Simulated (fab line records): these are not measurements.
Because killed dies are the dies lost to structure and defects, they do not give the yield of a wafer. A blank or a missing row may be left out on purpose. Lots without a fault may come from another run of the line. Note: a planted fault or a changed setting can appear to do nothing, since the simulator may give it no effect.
Matching of chambers ; flow sfqLine ; 4 sister chambers for SFQ_TRILAYER_I4_CMP_CMP_100 on cmp-01
The step polishes SiO2. 4 wafers are shown with their chamber, then 10 later ones without.

WAFERS WITH THEIR CHAMBER
wafer;chamber;motorCurrentA (A)
L390.1;0;11.5
L399.4;2;11.5
L405.3;1;9.3
L405.5;3;11.3

WAFERS WITHOUT THEIR CHAMBER
wafer;motorCurrentA (A)
L405.6;11.4
L406.2;11.6
L406.5;11.8
L406.6;10.2
L408.2;12.1
L408.3;11.6
L408.5;9.8
L409.1;11.2
L409.5;11.5
L409.6;9.4

CHAMBER TAKEN BY EACH
wafer;from the rows above;in truth
L405.6;can't be placed: 0 or 2 or 3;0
L406.2;can't be placed: 0 or 2 or 3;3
L406.5;can't be placed: 0 or 2 or 3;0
L406.6;can't be placed: 1 or 3 or 0 or 2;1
L408.2;can't be placed: 0 or 2 or 3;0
L408.3;can't be placed: 0 or 2 or 3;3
L408.5;1;1
L409.1;can't be placed: 3 or 0 or 2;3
L409.5;can't be placed: 0 or 2 or 3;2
L409.6;1;1
Correct placement for 2 of the 10. From these rows, 8 cannot be placed; in 8 the true chamber is one of the candidates. Placed wrongly: 0.
How it was worked out, from the rows above alone: a wafer's distance from a chamber is the root of the sum, over the readings, of the square of ((its reading less the chamber's mean) divided by the reading's scatter). The wafer belongs to the nearest chamber; if the next one is less than 2 further off, it can't be placed. The mean given for a chamber averages the wafers shown for that chamber. The scatter: root of mean squared gap, hidden wafer to nearest shown wafer, with one shown wafer a chamber.
